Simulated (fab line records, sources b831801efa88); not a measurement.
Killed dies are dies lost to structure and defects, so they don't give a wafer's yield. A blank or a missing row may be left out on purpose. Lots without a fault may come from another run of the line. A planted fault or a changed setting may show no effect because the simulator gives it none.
Split-lot experiment | flow gf180mcu | 5 lots, 23 wafers read, on a route of 602 steps

THE SPLIT
At GF_NSD_COAT_02 (resist thk 1000 nm), the setting spin_rpm was moved away from the recipe's 3000 rpm on 8 of the 23 wafers read, by -6.1% to +7.5%. The other wafers ran this setting at the recipe's value.

The reading is taken at the split's own step.

THE READING
NOVOLAK_of_NSD_COAT_02.thk_nm (the simulator's own value, which no gauge read), in nm, at GF_NSD_COAT_02 (resist thk 1000 nm). The file gives no usual value for it. The 15 wafers here that ran the recipe average 1000.0 nm, standard deviation 2.5 nm.

wafer  | tool, chamber at the split | spin_rpm as run, rpm | against the recipe | NOVOLAK_of_NSD_COAT_02.thk_nm, nm | against lot-mates on the recipe
L074.3 | litho_track-03, 0          | 3000                 | recipe             | 1001                              | -
L074.4 | litho_track-03, 0          | 3000                 | recipe             | 998.5                             | -
L074.5 | litho_track-03, 0          | 3000                 | recipe             | 1000                              | -
L079.1 | litho_track-03, 0          | 3000                 | recipe             | 997.6                             | -
L079.6 | litho_track-03, 0          | 3000                 | recipe             | 997.6                             | -
L079.3 | litho_track-03, 0          | 3000                 | recipe             | 1000                              | -
L079.5 | litho_track-03, 0          | 3000                 | recipe             | 1000                              | -
L079.4 | litho_track-03, 0          | 3000                 | recipe             | 996.3                             | -
L080.1 | litho_track-01, 0          | 2818                 | -6.1%              | 1034                              | +31.0
L080.2 | litho_track-01, 0          | 2818                 | -6.1%              | 1034                              | +31.0
L080.3 | litho_track-01, 0          | 3000                 | recipe             | 1002                              | -
L080.5 | litho_track-01, 0          | 2818                 | -6.1%              | 1033                              | +30.0
L080.6 | litho_track-01, 0          | 3000                 | recipe             | 1004                              | -
L081.1 | litho_track-01, 0          | 3224                 | +7.5%              | 960.6                             | -36.7
L081.3 | litho_track-01, 0          | 3224                 | +7.5%              | 963.6                             | -33.7
L081.4 | litho_track-01, 0          | 3224                 | +7.5%              | 961.5                             | -35.8
L081.5 | litho_track-01, 0          | 3000                 | recipe             | 997.4                             | -
L081.6 | litho_track-01, 0          | 3000                 | recipe             | 997.3                             | -
L082.2 | litho_track-01, 0          | 3000                 | recipe             | 1000                              | -
L082.3 | litho_track-01, 0          | 3000                 | recipe             | 1005                              | -
L082.4 | litho_track-01, 0          | 3000                 | recipe             | 1003                              | -
L082.5 | litho_track-01, 0          | 2892                 | -3.6%              | 1026                              | +23.3
L082.6 | litho_track-01, 0          | 2892                 | -3.6%              | 1020                              | +17.3

THE FIT
A straight line over all 23 wafers: NOVOLAK_of_NSD_COAT_02.thk_nm changes by -5.37 nm for each +1% of spin_rpm; r = -0.99; the points scatter about the line by 2.7 nm.
The same after taking each lot's own level away (the mean of its wafers on the recipe; 23 wafers): -4.93 nm for each +1%; r = -1.00; scatter 1.8 nm.
On that fit, the largest move of spin_rpm shifts the reading by 37 nm.
The lots' own levels span 997.35 to 1003.00 nm, that is 2.2 times the standard deviation above.
So the lot-to-lot level changes the slope little: the two slopes agree.
Check: with one of the wafers moved furthest among these (+7.5%) left out of the fit, the line predicts -36.2 nm for it against its lot-mates. It came out at -36.7 nm against them.

OTHER SPLITS ON THESE WAFERS
These wafers also went through other splits before the reading. Each is held against what the fit with the lots' levels taken away leaves over:
other split on the same wafers   | wafers away from the commonest value | r with NOVOLAK_of_NSD_COAT_02.thk_nm (lot level and that fit taken away)
GF_POLY_GATE_OXIDATION_16 temp_c | 10                                   | +0.07
GF_HV_LDD_IMPLANT_09 energy_kev  | 6                                    | -0.13
GF_HV_LDD_EXPOSE_28 dose_mj      | 5                                    | -0.25
GF_HV_LDD_COAT_41 resist_thk_nm  | 6                                    | -0.03
GF_HV_LDD_IMPLANT_48 dose_cm2    | 9                                    | +0.05

THE WHOLE CHAIN: every reading that the file lists as answering this split, in the file's order
step              | what it does       | reading                                                                        | change (the file's fit)                                                                     | r (the file's)
GF_NSD_COAT_02    | resist thk 1000 nm | NOVOLAK_of_NSD_COAT_02.thk_nm (the simulator's own value, which no gauge read) | -4.95 nm for each +1% of the setting                                                        | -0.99
GF_NSD_STRIP_11   | strips in O2/N2    | strip_time_to_endpoint_s                                                       | withheld for each +1% of the setting                                                        | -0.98
GF_NSD_CD_MEAS_07 | target cd 400 nm   | cd_nm                                                                          | +0.641 nm for each +1% of the setting, in a fit together with develop_time_s@NSD_DEVELOP_06 | 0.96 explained

THE FILE'S OWN FIT
NOVOLAK_of_NSD_COAT_02.thk_nm changes by -4.95 nm for each +1% of spin_rpm, r = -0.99.
